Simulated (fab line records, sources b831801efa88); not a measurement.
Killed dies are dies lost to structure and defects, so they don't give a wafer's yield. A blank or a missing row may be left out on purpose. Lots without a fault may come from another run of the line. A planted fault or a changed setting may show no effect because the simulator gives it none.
Chamber matching | flow gf180mcu | GF_M5_ETCH_09 on rie_diel-02: 4 sister chambers
The step etches Si3N4 in CF4/O2, target depth 52 nm, time 11.6 s. 22 wafers are shown with their chamber, then 11 later ones without.

WAFERS WITH THEIR CHAMBER
wafer  | chamber | drypump_motor_current_A (A) | oes_product_au (a.u.) | throttle_valve_pct (%)
L075.1 | 0       | 5.0                         | 0.999                 | 5.972
L075.2 | 2       | 5.7                         | 1.013                 | 5.989
L075.4 | 3       | 5.9                         | 1.010                 | 5.975
L076.3 | 0       | 5.0                         | 1.001                 | 5.962
L076.5 | 1       | 5.5                         | 0.990                 | 5.975
L076.6 | 2       | 5.8                         | 1.002                 | 5.967
L081.1 | 1       | 5.5                         | 0.994                 | 5.958
L081.2 | 3       | 5.9                         | 1.004                 | 5.985
L081.6 | 1       | 5.5                         | 0.990                 | 5.956
L083.3 | 3       | 5.9                         | 1.013                 | 5.981
L083.4 | 1       | 5.5                         | 0.996                 | 5.980
L083.6 | 0       | 5.0                         | 1.001                 | 5.974
L084.1 | 1       | 5.6                         | 1.004                 | 5.973
L084.2 | 3       | 5.9                         | 1.008                 | 5.965
L084.5 | 1       | 5.5                         | 0.994                 | 5.965
L086.2 | 3       | 5.9                         | 1.008                 | 5.966
L086.3 | 1       | 5.5                         | 0.998                 | 5.972
L086.5 | 3       | 5.9                         | 1.010                 | 5.979
L087.2 | 2       | 5.8                         | 1.004                 | 5.960
L087.5 | 2       | 5.8                         | 0.989                 | 5.974
L087.6 | 3       | 5.9                         | 1.015                 | 5.972
L089.4 | 1       | 5.6                         | 0.998                 | 5.975

SIGNATURES (means of the wafers above)
reading                 | chamber 0 | chamber 1 | chamber 2 | chamber 3 | scatter within a chamber
drypump_motor_current_A | 5.000     | 5.525     | 5.775     | 5.900     | 0.0354
oes_product_au          | 1.00033   | 0.99550   | 1.00200   | 1.00971   | 0.0054
throttle_valve_pct      | 5.96933   | 5.96925   | 5.97250   | 5.97471   | 0.00885
Rule: a wafer's distance from a chamber is the root of the sum, over the readings, of the square of ((its reading less the chamber's mean) divided by the reading's scatter). The wafer belongs to the nearest chamber; if the next one is less than 2 further off, it can't be placed. The scatter: the root of (the sum of the squares of (reading less its chamber's mean) over the shown wafers, divided by (wafers less chambers)).

WAFERS WITHOUT THEIR CHAMBER
wafer  | drypump_motor_current_A (A) | oes_product_au (a.u.) | throttle_valve_pct (%)
L089.5 | 5.9                         | 1.023                 | 5.982
L089.6 | 5.0                         | 1.001                 | 5.973
L091.1 | 5.8                         | 0.988                 | 5.966
L091.2 | 5.9                         | 1.005                 | 5.952
L091.6 | 5.9                         | 1.005                 | 5.982
L095.1 | 5.9                         | 1.003                 | 5.977
L095.3 | 5.6                         | 1.001                 | 5.977
L095.6 | 5.0                         | 0.993                 | 5.979
L097.2 | 5.0                         | 1.005                 | 5.956
L097.3 | 5.9                         | 1.005                 | 5.968
L097.5 | 5.9                         | 1.013                 | 5.972

WHICH CHAMBER EACH WENT THROUGH
wafer  | from the rows above     | in truth
L089.5 | 3                       | 3
L089.6 | 0                       | 0
L091.1 | 2                       | 2
L091.2 | can't be placed: 3 or 2 | 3
L091.6 | 3                       | 3
L095.1 | 3                       | 3
L095.3 | 1                       | 1
L095.6 | 0                       | 0
L097.2 | 0                       | 0
L097.3 | 3                       | 3
L097.5 | 3                       | 3
Placed correctly: 10 of 11. Can't be placed from these rows: 1 (the true chamber is among the candidates in 1). Placed wrongly: 0.
